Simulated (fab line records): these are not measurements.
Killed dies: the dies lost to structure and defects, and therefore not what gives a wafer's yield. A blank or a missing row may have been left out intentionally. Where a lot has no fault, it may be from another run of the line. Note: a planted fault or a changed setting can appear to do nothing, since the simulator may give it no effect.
2 desks looking at one fault :: flow sky130 :: each desk holds nothing but its own numbers, with what lay behind them at the end

## METROLOGY DESK
Means of the sampled wafers that have a number, per lot and without regard to the tool the lot ran on: this is what the gauges read. Marked OUT: a lot whose mean sits more than 4 standard deviations from the usual mean, which makes it out of limits; the brackets give that distance.
Columns: A = cd nm at SKY_POLY_GATE_CD_MEAS_13, usual 150.1 nm; B = LI_CONTACT_HDPCVD_THK at SKY_LI_CONTACT_THK_MEAS_01, usual 934 nm; C = CONTACT_HDPCVD_THK at SKY_CONTACT_THK_MEAS_03, usual 565 nm
lot: L411
first seen here: day 16 17:23
A: 149.6
B: 932
C: 568

lot: L413
first seen here: day 17 11:41
A: 149.8
B: 924
C: 562

lot: L414
first seen here: day 18 04:17
A: 152.3
B: 927
C: 558

lot: L415
first seen here: day 18 09:59
A: 150.2
B: 929
C: 572

lot: L416
first seen here: day 18 15:02
A: 151.1
B: 948
C: 558

lot: L420
first seen here: day 19 23:09
A: 150.5
B: 939
C: 571

lot: L419
first seen here: day 20 02:50
A: 149.1
B: 949
C: 563

lot: L421
first seen here: day 20 03:11
A: 150.9
B: 931
C: 568

lot: L424
first seen here: day 21 12:32
A: 148.7
B: 934
C: 567

lot: L431
first seen here: day 24 14:50
A: 149.9
B: 1296 (+33) OUT
C: 567

lot: L432
first seen here: day 24 21:51
A: 149.5
B: 1103 (+15) OUT
C: 557

lot: L433
first seen here: day 25 04:41
A: 149.6
B: 938
C: 560
Per this desk, out of limits: L431, L432; the first was L431, day 35 11:03 (LI_CONTACT_HDPCVD_THK at SKY_LI_CONTACT_THK_MEAS_01). In limits: L411, L413, L414, L415, L416, L420, L419, L421, L424, L433.

## FOR THE TOOL OWNER'S DESK: hdpcvd-02
The tool's own readings at SKY_LI_CONTACT_HDPCVD_00 (deposits PSG, target thk 930 nm, time 155 s): means of the sampled wafers that have a number, for each lot that ran on this tool. Marked OUT: a lot whose mean sits more than 4 standard deviations from the usual mean, which makes it out of limits; the brackets give that distance.
Columns: A = run length s at SKY_LI_CONTACT_HDPCVD_00, usual 183.0 s; B = sih4 flow sccm at SKY_LI_CONTACT_HDPCVD_00, usual 60.03 sccm
lot: L413
first seen here: day 29 02:04
A: 183.0
B: 60.12

lot: L414
first seen here: day 29 16:27
A: 183.1
B: 60.13

lot: L415
first seen here: day 29 23:15
A: 183.3
B: 59.85

lot: L420
first seen here: day 31 08:40
A: 183.4
B: 60.03

lot: L424
first seen here: day 32 18:37
A: 183.7
B: 59.94

lot: L431
first seen here: day 35 10:57
A: 242.9 (+99 or more) OUT
B: 60.15

lot: L432
first seen here: day 35 17:48
A: 213.3 (+76) OUT
B: 59.92
This desk's verdict: out of limits on L431, L432, starting with L431 at day 35 10:57 (run length s at SKY_LI_CONTACT_HDPCVD_00). In limits: L413, L414, L415, L420, L424.

## BROUGHT TOGETHER
On L431, L432, at day 35 10:57, an alarm was possible from the tool owner's desk.
Metrology desk: alarm possible at day 35 11:03 on L431, L432.
SKY_LI_CONTACT_HDPCVD_00 was run on hdpcvd-02 by each of the lots named.

## WHAT THE SIMULATOR PUT IN
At SKY_LI_CONTACT_HDPCVD_00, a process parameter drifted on hdpcvd-02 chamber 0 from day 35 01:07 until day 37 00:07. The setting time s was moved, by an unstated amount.
Shown lots that were struck: L431, L432.
Fault start to first reading out of limits, in hours, per desk: tool owner, 10; metrology, 10.
